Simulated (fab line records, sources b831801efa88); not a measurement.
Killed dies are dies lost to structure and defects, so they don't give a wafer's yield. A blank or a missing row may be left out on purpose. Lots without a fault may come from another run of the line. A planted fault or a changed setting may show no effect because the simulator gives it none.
fab line records | flow gf180mcu
record lots=5 wafers=15 last_day=34
route steps=602 shown POLY_GATE@157 HV_LDD@176
lots that met no fault: from a run of the same line without faults
start_h: hours from the record's first day to the start of the lot's first wafer shown | wait_h: hours since the lot's step before | " the same as in the row above | L1.1+2: a row that stands for several wafers | - no value, or no start given | * or withheld: withheld | < > ~ a bound
route shown NAME@n: a module of which the file shows steps, and the number in the route of the first | usual: mean/standard deviation of fault-free wafers | same: alike in all rows | chamber/n: place in a boat | sites: the reading at each site | _std_site: their standard deviation | _edge_site: outer sites' mean less inner sites' | radius_mm: how far each site lies from the wafer's centre | mask NAME#n: copy n | behind: the tool/chamber that last shaped the wafer | hold: why the lot was held/for how many hours/how that ended | device: the transistor (n, p or np) that didn't switch | end of line: the same wafers' tests at the end of the route | a step without rows: its recipe alone | killed: dies lost to structure and defects at the first sort, not the wafer's yield | map: a wafer's dies, x killed, . not, _ none there
set.NAME: the setting as run; set.NAME@STEP: as run at that earlier step | model.NAME: the simulator's own value behind a step, which no gauge read
lots at some steps of the route; a table a step, a row a wafer
services: from which hour (start_h, from the record's first day; less than 0 if before it) a tool's chamber was out of use, for how many hours, and why
## steps
# step GF_POLY_GATE_CVD_00
# recipe material=poly-Si target_thk_nm=200 temp_c=620 time_s=1200 pressure_mtorr=200
# usual zone_power_top_pct=20.8/1 zone_power_upper_pct=9.0/1
# columns lot.wafer tool chamber start_h wait_h zone_power_top_pct zone_power_upper_pct
L081.2 lpcvd-01 0 223.90 0.4 20.3 9.6
L081.3 " 0 " " 20.0 9.7
L081.5 " 0 " " 20.3 9.5
L083.3 lpcvd-02 1 239.97 0.0 22.1 7.6
L083.4 " 1 " " 21.9 7.5
L083.6 " 1 " " 21.7 7.6
L085.2 lpcvd-01 0 254.87 0.0 20.2 9.7
L085.3 " 0 " " 20.2 9.6
L085.5 " 0 " " 19.9 9.7
L095.1 lpcvd-01 0 328.51 0.6 20.0 9.7
L095.2 " 0 " " 19.8 9.7
L095.6 " 0 " " 20.3 9.6
L096.1 lpcvd-02 0 329.47 0.0 21.7 10.3
L096.4 " 0 " " 21.2 10.1
L096.5 " 0 " " 21.1 10.1
# step GF_POLY_GATE_THK_MEAS_01
# recipe reads=poly-Si_of_POLY_GATE_CVD_00
# usual POLY_GATE_CVD_00_THK=198.6/2.1
# columns lot.wafer tool chamber start_h wait_h POLY_GATE_CVD_00_THK[nm]
L081.2 film_metro-02 - 225.24 0.0 197.8
L081.3 " - " " 198.8
L081.5 " - " " 199.6
L083.3 film_metro-02 - 241.32 0.0 201.3
L083.4 " - " " 201.9
L083.6 " - " " 198.9
L085.2 film_metro-02 - 256.21 0.0 197.9
L085.3 " - " " 196.8
L085.5 " - " " 198.4
L095.1 film_metro-03 - 329.84 0.0 202.0
L095.2 " - " " 200.9
L095.6 " - " " 202.6
L096.1 film_metro-02 - 330.81 0.0 198.0
L096.4 " - " " 195.0
L096.5 " - " " 196.6
# step GF_POLY_GATE_DEHYDRATE_02
# recipe temp_c=200 time_s=60
# columns lot.wafer tool chamber start_h wait_h
L081.2+3+5 litho_track-02 0 233.98 8.7
L083.3+4+6 litho_track-04 0 249.34 8.0
L085.2+3+5 litho_track-04 0 264.92 8.7
L095.1+2+6 litho_track-04 0 340.14 10.3
L096.1+4+5 litho_track-03 0 341.49 10.7
# step GF_POLY_GATE_HMDS_03
# recipe prime_time_s=60 prime_temp_c=120
# columns lot.wafer tool chamber start_h wait_h
L081.2+3+5 litho_track-02 0 234.13 0.1
L083.3+4+6 litho_track-04 0 249.49 0.1
L085.2+3+5 litho_track-04 0 265.07 0.1
L095.1+2+6 litho_track-04 0 340.29 0.1
L096.1+4+5 litho_track-03 0 341.64 0.1
# step GF_POLY_GATE_COAT_04
# recipe resist=BARC temp_c=withheld time_s=withheld spin_rpm=withheld resist_thk_nm=withheld
# columns lot.wafer tool chamber start_h wait_h
L081.2+3+5 litho_track-02 0 234.28 0.1
L083.3+4+6 litho_track-04 0 249.64 0.1
L085.2+3+5 litho_track-04 0 265.22 0.1
L095.1+2+6 litho_track-04 0 340.44 0.1
L096.1+4+5 litho_track-03 0 341.79 0.1
# step GF_POLY_GATE_COAT_05
# recipe resist=KrF spin_rpm=withheld resist_thk_nm=700
# columns lot.wafer tool chamber start_h wait_h
L081.2+3+5 litho_track-02 0 - -
L083.3+4+6 litho_track-04 0 - -
L085.2+3+5 litho_track-04 0 - -
L095.1+2+6 litho_track-04 0 - -
L096.1+4+5 litho_track-03 0 - -
# step GF_POLY_GATE_SOFTBAKE_06
# recipe temp_c=130 time_s=60 resist=KrF
# columns lot.wafer tool chamber start_h wait_h
L081.2+3+5 litho_track-02 0 - -
L083.3+4+6 litho_track-04 0 - -
L085.2+3+5 litho_track-04 0 - -
L095.1+2+6 litho_track-04 0 - -
L096.1+4+5 litho_track-03 0 - -
# step GF_POLY_GATE_EXPOSE_07
# recipe mask_id=Poly2 target_cd_nm=280 na=0.68 source_shape=conventional sigma_outer=0.6 dose_mj=28
# columns lot.wafer tool chamber start_h wait_h mask
L081.2+3+5 krf_scanner-02 0 - - Poly2#0
L083.3+4+6 krf_scanner-01 0 - - Poly2#0
L085.2+3+5 krf_scanner-02 0 - - Poly2#0
L095.1+2+6 krf_scanner-01 0 - - Poly2#0
L096.1+4+5 krf_scanner-02 0 - - Poly2#0
# step GF_POLY_GATE_PEB_08
# recipe peb_temp_c=135 peb_time_s=90 resist=KrF
# columns lot.wafer tool chamber start_h wait_h
L081.2+3+5 litho_track-04 0 - -
L083.3+4+6 litho_track-03 0 - -
L085.2+3+5 litho_track-04 0 - -
L095.1+2+6 litho_track-02 0 - -
L096.1+4+5 litho_track-04 0 - -
# step GF_POLY_GATE_DEVELOP_09
# recipe develop_time_s=60 resist=KrF dev_temp_c=21
# columns lot.wafer tool chamber start_h wait_h
L081.2+3+5 litho_track-04 0 243.67 0.2
L083.3+4+6 litho_track-03 0 259.15 0.1
L085.2+3+5 litho_track-04 0 274.87 0.2
L095.1+2+6 litho_track-02 0 351.25 0.2
L096.1+4+5 litho_track-04 0 352.59 0.2
# step GF_POLY_GATE_CD_MEAS_10
# recipe target_cd_nm=280
# usual cd_nm=280.4/1.2
# columns lot.wafer tool chamber start_h wait_h cd_nm
L081.2 cd_sem-01 - 243.81 0.1 279.5
L081.3 " - " " 279.8
L081.5 " - " " 279.9
L083.3 cd_sem-01 - 259.29 0.1 280.6
L083.4 " - " " 280.1
L083.6 " - " " 279.8
L085.2 cd_sem-02 - 275.01 0.1 281.4
L085.3 " - " " 281.3
L085.5 " - " " 281.4
L095.1 cd_sem-01 - 351.40 0.1 281.6
L095.2 " - " " 281.3
L095.6 " - " " 281.0
L096.1 cd_sem-01 - 352.74 0.1 278.7
L096.4 " - " " 278.7
L096.5 " - " " 279.7
# step GF_POLY_GATE_OVL_MEAS_11
# usual POLY_GATE_OVL=-3/4.3
# columns lot.wafer tool chamber start_h wait_h POLY_GATE_OVL[nm]
L081.2 overlay-01 - 243.92 0.1 0
L081.3 " - " " -2
L081.5 " - " " 4
L083.3 overlay-02 - 259.38 0.1 -8
L083.4 " - " " -6
L083.6 " - " " -12
L085.2 overlay-01 - 275.12 0.1 1
L085.3 " - " " 0
L085.5 " - " " 5
L095.1 overlay-01 - 351.52 0.1 -5
L095.2 " - " " 0
L095.6 " - " " -4
L096.1 overlay-01 - 352.86 0.1 -6
L096.4 " - " " -9
L096.5 " - " " -1
# step GF_POLY_GATE_ETCH_12
# recipe chemistry=N2/H2 target_depth_a=withheld overetch_a=withheld time_s=withheld target=BARC ion_energy_ev=200 source_w=500 bias_w=100 pressure_mtorr=30 n2_flow_sccm=100 h2_flow_sccm=200
# usual drypump_motor_current_A=5.6/0.51 oes_product_au=0.736/0.0046 throttle_valve_pct=13.216/0.0089
# columns lot.wafer tool chamber start_h wait_h drypump_motor_current_A oes_product_au throttle_valve_pct
L081.2 rie_diel-02 0 243.95 0.0 5.3 0.741 13.232
L081.3 " 3 " " 6.1 0.740 13.208
L081.5 " 3 " " 6.1 0.744 13.211
L083.3 rie_diel-04 0 259.40 0.0 5.1 0.738 13.223
L083.4 " 3 " " 5.1 0.735 13.215
L083.6 " 1 " " 6.3 0.739 13.219
L085.2 rie_diel-04 3 275.15 0.0 5.2 0.733 13.195
L085.3 " 0 " " 5.1 0.737 13.220
L085.5 " 1 " " 6.3 0.733 13.208
L095.1 rie_diel-02 2 351.56 0.0 6.0 0.737 13.207
L095.2 " 3 " " 6.1 0.739 13.216
L095.6 " 1 " " 5.9 0.741 13.195
L096.1 rie_diel-03 2 352.90 0.0 4.7 0.727 13.215
L096.4 " 1 " " 5.4 0.736 13.221
L096.5 " 1 " " 5.3 0.737 13.199
# step GF_POLY_GATE_ETCH_13
# recipe target=poly-Si target_depth_nm=198.5 stop_on=SiO2 over_etch_frac=0.403 chemistry=HBr/Cl2 icp_w=400 bias_w=100 pressure_mtorr=10 HBr_flow_sccm=150 Cl2_flow_sccm=50 time_s=69.6
# usual drypump_motor_current_A=5.82/0.22 mfc_cl2_sccm=49.99/0.14 oes_product_au=0.989/0.0073 throttle_valve_pct=33.685/0.0089
# columns lot.wafer tool chamber start_h wait_h drypump_motor_current_A mfc_cl2_sccm oes_product_au rf_hours_counter_h throttle_valve_pct
L081.2 rie_si-02 1 244.00 - 5.32 50.01 0.987 84 33.667
L081.3 " 3 " " 5.65 50.08 0.995 0 33.689
L081.5 " 2 " " 5.96 50.09 0.987 - 33.671
L083.3 rie_si-01 0 259.45 - 5.84 49.86 1.000 45 33.691
L083.4 " 2 " " 6.11 50.27 0.997 5 33.696
L083.6 " 2 " " 6.09 50.13 0.998 - 33.682
L085.2 rie_si-02 0 275.20 - 5.85 50.11 0.986 70 33.681
L085.3 " 3 " " 5.66 49.98 0.986 0 33.679
L085.5 " 0 " " 5.84 50.04 0.991 - 33.689
L095.1 rie_si-01 1 351.61 - 5.77 49.90 0.978 0 33.685
L095.2 " 0 " " 5.87 50.04 0.989 45 33.681
L095.6 " 3 " " 5.95 50.03 0.986 - 33.698
L096.1 rie_si-02 0 352.95 - 5.84 50.05 0.985 70 33.686
L096.4 " 2 " " 6.00 50.04 0.978 1 33.683
L096.5 " 2 " " 6.01 49.86 0.988 - 33.693
# step GF_POLY_GATE_STRIP_14
# recipe chemistry=O2/N2 power_w=1400 pressure_mtorr=1500 platen_temp_c=250 o2_flow_sccm=3000 n2_flow_sccm=300 overash_fraction=0.5
# usual drypump_motor_current_A=5.5/0.53 heater_power_w=372/38 oes_product_au=0.504/0.0047
# columns lot.wafer tool chamber start_h wait_h drypump_motor_current_A heater_power_w oes_product_au rf_hours_counter_h
L081.2 plasma_asher-02 0 244.06 0.0 5.3 389 0.506 45
L081.3 " 0 " " 5.3 391 0.499 -
L081.5 " 0 " " 5.3 390 0.504 -
L083.3 plasma_asher-03 0 259.54 0.1 4.7 438 0.502 -
L083.4 " 1 " " 5.7 315 0.500 -
L083.6 " 0 " " 4.7 424 0.506 -
L085.2 plasma_asher-02 1 275.26 0.0 5.6 356 0.504 48
L085.3 " 1 " " 5.6 364 0.501 -
L085.5 " 0 " " 5.2 379 0.497 -
L095.1 plasma_asher-03 1 351.66 0.0 5.7 321 0.505 25
L095.2 " 0 " " 4.7 419 0.509 25
L095.6 " 1 " " 5.7 319 0.510 -
L096.1 plasma_asher-02 0 353.00 0.0 5.3 380 0.511 56
L096.4 " 0 " " 5.3 386 0.504 -
L096.5 " 1 " " 5.6 362 0.511 -
# step GF_POLY_GATE_CLEAN_15
# recipe chemistry=SC1/SC2 mix=1:4:20 temp_c=70 time_s=150 dry=n2_spin
# columns lot.wafer tool chamber start_h wait_h
L081.2+3+5 wet_bench-01 2 244.16 0.1
L083.3+4+6 wet_bench-02 2 259.61 0.0
L085.2+3+5 wet_bench-01 3 275.36 0.1
L095.1+2+6 wet_bench-02 0 351.76 0.1
L096.1+4+5 wet_bench-02 1 353.10 0.1
# step GF_POLY_GATE_OXIDATION_16
# recipe temp_c=850 ambient=O2 stabilise_s=600 purge_s=300 target_thk_a=40 ox_time_s=899
# usual zone_power_top_pct=33.4/0.55 zone_power_upper_pct=14.89/0.14
# same stabilise_s=600
# columns lot.wafer tool chamber start_h wait_h zone_power_top_pct zone_power_upper_pct
L081.2 furnace-01 0 244.21 0.0 34.0 14.80
L081.3 " 0 " " 33.9 15.05
L081.5 " 0 " " 34.0 15.05
L083.3 furnace-01 0 259.66 0.0 34.2 15.01
L083.4 " 0 " " 33.8 15.04
L083.6 " 0 " " 33.6 14.86
L085.2 furnace-01 0 276.51 1.1 34.3 14.95
L085.3 " 0 " " 34.0 14.91
L085.5 " 0 " " 33.7 14.97
L095.1 furnace-02 0 352.95 1.1 33.1 14.91
L095.2 " 0 " " 32.6 14.73
L095.6 " 0 " " 32.8 14.78
L096.1 furnace-02 0 354.20 1.0 33.5 14.98
L096.4 " 0 " " 33.1 14.79
L096.5 " 0 " " 32.9 14.60
# step GF_POLY_GATE_THK_MEAS_17
# recipe reads=SiO2_of_POLY_GATE_OXIDATION_16
# usual POLY_GATE_OXIDATION_THK=4.01/0.09
# columns lot.wafer tool chamber start_h wait_h POLY_GATE_OXIDATION_THK[nm]
L081.2 film_metro-04 - 245.47 0.0 4.09
L081.3 " - " " 4.20
L081.5 " - " " 4.10
L083.3 film_metro-02 - 260.93 0.0 4.03
L083.4 " - " " 4.04
L083.6 " - " " 4.08
L085.2 film_metro-03 - 277.77 0.0 3.99
L085.3 " - " " 3.91
L085.5 " - " " 3.93
L095.1 film_metro-04 - 354.20 0.0 4.06
L095.2 " - " " 4.11
L095.6 " - " " 4.15
L096.1 film_metro-03 - 355.45 0.0 4.04
L096.4 " - " " 3.95
L096.5 " - " " 4.02
# step GF_POLY_GATE_CD_MEAS_18
# usual cd_nm=280.1/2.1
# columns lot.wafer tool chamber start_h wait_h cd_nm
L081.2 cd_sem-02 - 245.54 0.1 280.2
L081.3 " - " " 274.5
L081.5 " - " " 277.2
L083.3 cd_sem-02 - 261.02 0.1 278.3
L083.4 " - " " 281.8
L083.6 " - " " 280.1
L085.2 cd_sem-01 - 277.85 0.1 282.4
L085.3 " - " " 277.7
L085.5 " - " " 282.5
L095.1 cd_sem-01 - 354.26 0.1 280.5
L095.2 " - " " 277.9
L095.6 " - " " 280.7
L096.1 cd_sem-02 - 355.51 0.1 277.0
L096.4 " - " " 276.7
L096.5 " - " " 276.3
# step GF_HV_LDD_DEHYDRATE_00
# recipe temp_c=200 time_s=60
# columns lot.wafer tool chamber start_h wait_h
L081.2+3+5 litho_track-02 0 254.43 8.9
L083.3+4+6 litho_track-02 0 270.35 9.3
L085.2+3+5 litho_track-01 0 286.65 8.8
L095.1+2+6 litho_track-02 0 365.00 10.7
L096.1+4+5 litho_track-01 0 366.78 11.2
# step GF_HV_LDD_HMDS_01
# recipe prime_time_s=60 prime_temp_c=120
# columns lot.wafer tool chamber start_h wait_h
L081.2+3+5 litho_track-02 0 254.58 0.1
L083.3+4+6 litho_track-02 0 270.50 0.1
L085.2+3+5 litho_track-01 0 286.80 0.1
L095.1+2+6 litho_track-02 0 365.15 0.1
L096.1+4+5 litho_track-01 0 366.93 0.1
# step GF_HV_LDD_COAT_02
# recipe resist=NOVOLAK spin_rpm=3000 resist_thk_nm=1000
# columns lot.wafer tool chamber start_h wait_h
L081.2+3+5 litho_track-02 0 254.73 0.1
L083.3+4+6 litho_track-02 0 270.65 0.1
L085.2+3+5 litho_track-01 0 286.95 0.1
L095.1+2+6 litho_track-02 0 365.30 0.1
L096.1+4+5 litho_track-01 0 367.08 0.1
# step GF_HV_LDD_SOFTBAKE_03
# recipe temp_c=90 time_s=60 resist=NOVOLAK
# columns lot.wafer tool chamber start_h wait_h
L081.2+3+5 litho_track-02 0 254.88 0.1
L083.3+4+6 litho_track-02 0 270.80 0.1
L085.2+3+5 litho_track-01 0 287.10 0.1
L095.1+2+6 litho_track-02 0 365.45 0.1
L096.1+4+5 litho_track-01 0 367.23 0.1
# step GF_HV_LDD_EXPOSE_04
# recipe mask_id=Nplus_LV_AREA target_cd_nm=400 na=0.6 source_shape=conventional sigma_outer=0.6 dose_mj=142.9
# columns lot.wafer tool chamber start_h wait_h mask
L081.2+3+5 iline_stepper-01 0 - - Nplus_LV_AREA#0
L083.3+4+6 iline_stepper-02 0 - - Nplus_LV_AREA#0
L085.2+3+5 iline_stepper-02 0 - - Nplus_LV_AREA#0
L095.1+2+6 iline_stepper-01 0 - - Nplus_LV_AREA#0
L096.1+4+5 iline_stepper-02 0 - - Nplus_LV_AREA#0
# step GF_HV_LDD_PEB_05
# recipe temp_c=withheld time_s=* resist=NOVOLAK
# columns lot.wafer tool chamber start_h wait_h
L081.2+3+5 litho_track-04 0 - -
L083.3+4+6 litho_track-01 0 - -
L085.2+3+5 litho_track-04 0 - -
L095.1+2+6 litho_track-02 0 - -
L096.1+4+5 litho_track-04 0 - -
# step GF_HV_LDD_DEVELOP_06
# recipe develop_time_s=60 dev_temp_c=23
# columns lot.wafer tool chamber start_h wait_h
L081.2+3+5 litho_track-04 0 263.77 0.1
L083.3+4+6 litho_track-01 0 280.88 0.1
L085.2+3+5 litho_track-04 0 296.72 0.1
L095.1+2+6 litho_track-02 0 376.20 0.1
L096.1+4+5 litho_track-04 0 377.99 0.1
# step GF_HV_LDD_CD_MEAS_07
# recipe target_cd_nm=400
# usual cd_nm=400.5/2.1
# columns lot.wafer tool chamber start_h wait_h cd_nm
L081.2 cd_sem-02 - 263.91 0.1 400.7
L081.3 " - " " 397.6
L081.5 " - " " 403.0
L083.3 cd_sem-01 - 281.02 0.1 399.2
L083.4 " - " " 400.4
L083.6 " - " " 400.6
L085.2 cd_sem-02 - 296.86 0.1 402.0
L085.3 " - " " 401.7
L085.5 " - " " 400.9
L095.1 cd_sem-01 - 376.35 0.1 399.4
L095.2 " - " " 399.7
L095.6 " - " " 401.5
L096.1 cd_sem-01 - 378.14 0.1 407.6
L096.4 " - " " 404.0
L096.5 " - " " 404.6
# step GF_HV_LDD_OVL_MEAS_08
# usual HV_LDD_OVL=0.4/1.3
# columns lot.wafer tool chamber start_h wait_h HV_LDD_OVL[nm]
L081.2 overlay-01 - 264.02 0.1 -2.5
L081.3 " - " " -1.6
L081.5 " - " " -1.8
L083.3 overlay-01 - 281.11 0.1 1.1
L083.4 " - " " 0.6
L083.6 " - " " 2.7
L085.2 overlay-01 - 296.97 0.1 -2.0
L085.3 " - " " -0.2
L085.5 " - " " -0.2
L095.1 overlay-01 - 376.47 0.1 1.8
L095.2 " - " " 2.8
L095.6 " - " " 2.4
L096.1 overlay-01 - 378.26 0.1 -1.3
L096.4 " - " " 0.5
L096.5 " - " " 1.6
# step GF_HV_LDD_IMPLANT_09
# recipe species=As energy_kev=40 dose_cm2=1e+14 tilt_deg=7
# columns lot.wafer tool chamber start_h wait_h
L081.2+3+5 implanter-01 0 264.07 0.0
L083.3+4+6 implanter-01 0 281.19 0.1
L085.2+3+5 implanter-01 0 297.02 0.0
L095.1+2+6 implanter-03 0 376.50 0.0
L096.1+4+5 implanter-02 0 378.30 0.0
# step GF_HV_LDD_STRIP_10
# recipe chemistry=O2/N2 power_w=1400 pressure_mtorr=1500 platen_temp_c=250 o2_flow_sccm=3000 n2_flow_sccm=300 overash_fraction=0.5
# usual drypump_motor_current_A=5.4/0.35 heater_power_w=361/36 oes_product_au=0.716/0.0047 strip_time_to_endpoint_s=12.62/0.045
# columns lot.wafer tool chamber start_h wait_h drypump_motor_current_A heater_power_w oes_product_au rf_hours_counter_h strip_time_to_endpoint_s
L081.2 plasma_asher-02 1 264.20 0.1 5.6 366 0.719 47 12.64
L081.3 " 1 " " 5.6 371 0.715 - 12.65
L081.5 " 0 " " 5.2 383 0.705 - 12.67
L083.3 plasma_asher-03 1 281.32 0.1 5.7 318 0.705 - 12.68
L083.4 " 0 " " 4.7 431 0.717 - 12.64
L083.6 " 1 " " 5.7 317 0.715 - 12.69
L085.2 plasma_asher-02 0 297.15 0.1 5.3 380 0.714 50 12.62
L085.3 " 0 " " 5.3 390 0.709 - 12.63
L085.5 " 0 " " 5.3 393 0.713 - 12.66
L095.1 plasma_asher-04 0 376.65 0.1 5.3 326 0.717 72 12.65
L095.2 " 1 " " 5.9 333 0.722 72 12.64
L095.6 " 0 " " 5.3 320 0.720 - 12.67
L096.1 plasma_asher-04 0 378.45 0.1 5.3 324 0.722 72 12.61
L096.4 " 0 " " 5.3 325 0.715 - 12.59
L096.5 " 1 " " 5.8 339 0.717 - 12.56
# step GF_HV_LDD_TW_MEAS_11
# usual HV_LDD_TW=2399/20
# columns lot.wafer tool chamber start_h wait_h HV_LDD_TW
L081.2 film_metro-01 - 264.31 0.1 2373
L081.3 " - " " 2379
L081.5 " - " " 2381
L083.3 film_metro-04 - 281.41 0.1 2411
L083.4 " - " " 2411
L083.6 " - " " 2416
L085.2 film_metro-01 - 297.26 0.1 2392
L085.3 " - " " 2393
L085.5 " - " " 2397
L095.1 film_metro-01 - 376.75 0.1 2384
L095.2 " - " " 2382
L095.6 " - " " 2391
L096.1 film_metro-04 - 378.55 0.1 2420
L096.4 " - " " 2420
L096.5 " - " " 2429
# step GF_HV_LDD_DEHYDRATE_12
# recipe temp_c=200 time_s=60
# columns lot.wafer tool chamber start_h wait_h
L081.2+3+5 litho_track-02 0 273.13 8.8
L083.3+4+6 litho_track-01 0 290.73 9.3
L085.2+3+5 litho_track-04 0 306.92 9.6
L095.1+2+6 litho_track-01 0 387.13 10.4
L096.1+4+5 litho_track-02 0 389.45 10.9
# step GF_HV_LDD_HMDS_13
# recipe prime_time_s=60 prime_temp_c=120
# columns lot.wafer tool chamber start_h wait_h
L081.2+3+5 litho_track-02 0 273.28 0.1
L083.3+4+6 litho_track-01 0 290.88 0.1
L085.2+3+5 litho_track-04 0 307.07 0.1
L095.1+2+6 litho_track-01 0 387.28 0.1
L096.1+4+5 litho_track-02 0 389.60 0.1
# step GF_HV_LDD_COAT_14
# recipe resist=NOVOLAK spin_rpm=3000 resist_thk_nm=1000
# columns lot.wafer tool chamber start_h wait_h
L081.2+3+5 litho_track-02 0 273.43 0.1
L083.3+4+6 litho_track-01 0 291.03 0.1
L085.2+3+5 litho_track-04 0 307.22 0.1
L095.1+2+6 litho_track-01 0 387.43 0.1
L096.1+4+5 litho_track-02 0 389.75 0.1
# step GF_HV_LDD_SOFTBAKE_15
# recipe temp_c=90 time_s=60 resist=NOVOLAK
# columns lot.wafer tool chamber start_h wait_h
L081.2+3+5 litho_track-02 0 273.58 0.1
L083.3+4+6 litho_track-01 0 291.18 0.1
L085.2+3+5 litho_track-04 0 307.37 0.1
L095.1+2+6 litho_track-01 0 387.58 0.1
L096.1+4+5 litho_track-02 0 389.90 0.1
# step GF_HV_LDD_EXPOSE_16
# recipe mask_id=Pplus_LV_AREA target_cd_nm=400 na=0.6 source_shape=conventional sigma_outer=0.6 dose_mj=140
# columns lot.wafer tool chamber start_h wait_h mask
L081.2+3+5 iline_stepper-02 0 - - Pplus_LV_AREA#0
L083.3+4+6 iline_stepper-01 0 - - Pplus_LV_AREA#0
L085.2+3+5 iline_stepper-01 0 - - Pplus_LV_AREA#0
L095.1+2+6 iline_stepper-01 0 - - Pplus_LV_AREA#0
L096.1+4+5 iline_stepper-02 0 - - Pplus_LV_AREA#0
# step GF_HV_LDD_PEB_17
# recipe temp_c=withheld time_s=* resist=NOVOLAK
# columns lot.wafer tool chamber start_h wait_h
L081.2+3+5 litho_track-04 0 - -
L083.3+4+6 litho_track-04 0 - -
L085.2+3+5 litho_track-02 0 - -
L095.1+2+6 litho_track-01 0 - -
L096.1+4+5 litho_track-02 0 - -
# step GF_HV_LDD_DEVELOP_18
# recipe develop_time_s=60 dev_temp_c=23
# columns lot.wafer tool chamber start_h wait_h
L081.2+3+5 litho_track-04 0 283.37 0.1
L083.3+4+6 litho_track-04 0 300.94 0.1
L085.2+3+5 litho_track-02 0 317.57 0.1
L095.1+2+6 litho_track-01 0 398.78 0.1
L096.1+4+5 litho_track-02 0 400.65 0.1
# step GF_HV_LDD_CD_MEAS_19
# recipe target_cd_nm=400
# usual cd_nm=399.9/2.4
# columns lot.wafer tool chamber start_h wait_h cd_nm
L081.2 cd_sem-02 - 283.51 0.1 398.4
L081.3 " - " " 396.3
L081.5 " - " " 400.0
L083.3 cd_sem-02 - 301.08 0.1 404.7
L083.4 " - " " 403.6
L083.6 " - " " 405.7
L085.2 cd_sem-01 - 317.72 0.1 400.5
L085.3 " - " " 400.4
L085.5 " - " " 400.8
L095.1 cd_sem-01 - 398.93 0.1 396.8
L095.2 " - " " 397.9
L095.6 " - " " 397.5
L096.1 cd_sem-02 - 400.80 0.1 399.3
L096.4 " - " " 399.2
L096.5 " - " " 397.0
# step GF_HV_LDD_OVL_MEAS_20
# usual HV_LDD_01_OVL=0.1/1.3
# columns lot.wafer tool chamber start_h wait_h HV_LDD_01_OVL[nm]
L081.2 overlay-01 - 283.62 0.1 -1.6
L081.3 " - " " -1.8
L081.5 " - " " -1.3
L083.3 overlay-01 - 301.18 0.1 2.1
L083.4 " - " " 0.4
L083.6 " - " " 1.7
L085.2 overlay-01 - 317.83 0.1 1.3
L085.3 " - " " 0.0
L085.5 " - " " -0.4
L095.1 overlay-01 - 399.05 0.1 0.0
L095.2 " - " " -0.4
L095.6 " - " " -0.5
L096.1 overlay-01 - 400.92 0.1 -1.4
L096.4 " - " " -0.9
L096.5 " - " " -2.9
# step GF_HV_LDD_IMPLANT_21
# recipe species=BF2 energy_kev=25 dose_cm2=5e+13 tilt_deg=7
# columns lot.wafer tool chamber start_h wait_h
L081.2+3+5 implanter-02 0 283.67 0.0
L083.3+4+6 implanter-01 0 301.25 0.1
L085.2+3+5 implanter-02 0 317.88 0.0
L095.1+2+6 implanter-01 0 399.08 0.0
L096.1+4+5 implanter-01 0 400.95 0.0
# step GF_HV_LDD_STRIP_22
# recipe chemistry=O2/N2 power_w=1400 pressure_mtorr=1500 platen_temp_c=250 o2_flow_sccm=3000 n2_flow_sccm=300 overash_fraction=0.5
# usual drypump_motor_current_A=5.4/0.35 heater_power_w=355/35 oes_product_au=0.715/0.0039 strip_time_to_endpoint_s=12.63/0.04
# columns lot.wafer tool chamber start_h wait_h drypump_motor_current_A heater_power_w oes_product_au rf_hours_counter_h strip_time_to_endpoint_s
L081.2 plasma_asher-03 1 283.80 0.1 5.7 319 0.713 17 12.67
L081.3 " 1 " " 5.7 317 0.721 - 12.68
L081.5 " 1 " " 5.7 316 0.707 - 12.67
L083.3 plasma_asher-04 0 301.38 0.1 5.3 323 0.714 - 12.65
L083.4 " 1 " " 5.9 331 0.719 - 12.69
L083.6 " 0 " " 5.3 318 0.717 - 12.66
L085.2 plasma_asher-04 1 318.01 0.1 5.9 335 0.714 66 12.67
L085.3 " 1 " " 5.8 334 0.715 - 12.69
L085.5 " 0 " " 5.3 326 0.705 - 12.66
L095.1 plasma_asher-02 1 399.23 0.1 5.6 358 0.717 61 12.66
L095.2 " 0 " " 5.3 382 0.710 61 12.65
L095.6 " 1 " " 5.6 367 0.713 - 12.65
L096.1 plasma_asher-02 0 401.10 0.1 5.3 382 0.714 61 12.61
L096.4 " 0 " " 5.3 386 0.711 - 12.65
L096.5 " 0 " " 5.3 391 0.714 - 12.68
# step GF_HV_LDD_TW_MEAS_23
# usual HV_LDD_2_TW=1051/9.7
# columns lot.wafer tool chamber start_h wait_h HV_LDD_2_TW
L081.2 film_metro-02 - 283.91 0.1 1047
L081.3 " - " " 1051
L081.5 " - " " 1054
L083.3 film_metro-01 - 301.47 0.1 1052
L083.4 " - " " 1049
L083.6 " - " " 1043
L085.2 film_metro-04 - 318.12 0.1 1063
L085.3 " - " " 1061
L085.5 " - " " 1066
L095.1 film_metro-01 - 399.33 0.1 1045
L095.2 " - " " 1045
L095.6 " - " " 1036
L096.1 film_metro-04 - 401.20 0.1 1067
L096.4 " - " " 1064
L096.5 " - " " 1063
# step GF_HV_LDD_DEHYDRATE_24
# recipe temp_c=200 time_s=60
# columns lot.wafer tool chamber start_h wait_h
L081.2+3+5 litho_track-01 0 293.20 9.3
L083.3+4+6 litho_track-01 0 310.83 9.3
L085.2+3+5 litho_track-04 0 327.97 9.8
L095.1+2+6 litho_track-04 0 410.09 10.7
L096.1+4+5 litho_track-02 0 411.90 10.7
# step GF_HV_LDD_HMDS_25
# recipe prime_time_s=60 prime_temp_c=120
# columns lot.wafer tool chamber start_h wait_h
L081.2+3+5 litho_track-01 0 293.35 0.1
L083.3+4+6 litho_track-01 0 310.98 0.1
L085.2+3+5 litho_track-04 0 328.12 0.1
L095.1+2+6 litho_track-04 0 410.24 0.1
L096.1+4+5 litho_track-02 0 412.05 0.1
# step GF_HV_LDD_COAT_26
# recipe resist=NOVOLAK spin_rpm=3000 resist_thk_nm=1000
# columns lot.wafer tool chamber start_h wait_h
L081.2+3+5 litho_track-01 0 293.50 0.1
L083.3+4+6 litho_track-01 0 311.13 0.1
L085.2+3+5 litho_track-04 0 328.27 0.1
L095.1+2+6 litho_track-04 0 410.39 0.1
L096.1+4+5 litho_track-02 0 412.20 0.1
## services
# columns tool chamber start_h hours kind
furnace-01 - 204.57 3.7 pm
implanter-01 - 205.65 20.5 pm
rie_si-02 3 216.93 3.5 repair
krf_scanner-02 - 226.28 0.8 pm
iline_stepper-01 - 245.55 4.7 repair
krf_scanner-02 - 260.82 1.0 pm
rie_si-02 1 266.77 4.1 repair
plasma_asher-03 - 268.33 1.6 repair
iline_stepper-01 - 275.00 1.7 pm
krf_scanner-02 - 283.62 1.4 repair
krf_scanner-02 - 289.69 1.3 pm
furnace-01 - 294.05 1.1 repair
krf_scanner-02 - 306.91 4.0 pm
plasma_asher-03 - 317.58 0.7 repair
plasma_asher-03 - 349.25 0.3 repair
implanter-02 - 359.89 2.7 repair
furnace-01 - 371.82 3.4 pm
furnace-01 - 376.61 18.1 pm
plasma_asher-02 - 378.81 2.8 pm
rie_si-02 3 388.12 4.4 repair
plasma_asher-03 - 393.64 0.6 repair
krf_scanner-02 - 394.63 4.1 repair
iline_stepper-01 - 407.53 2.1 pm
iline_stepper-02 - 411.37 1.7 pm
## key
fault none
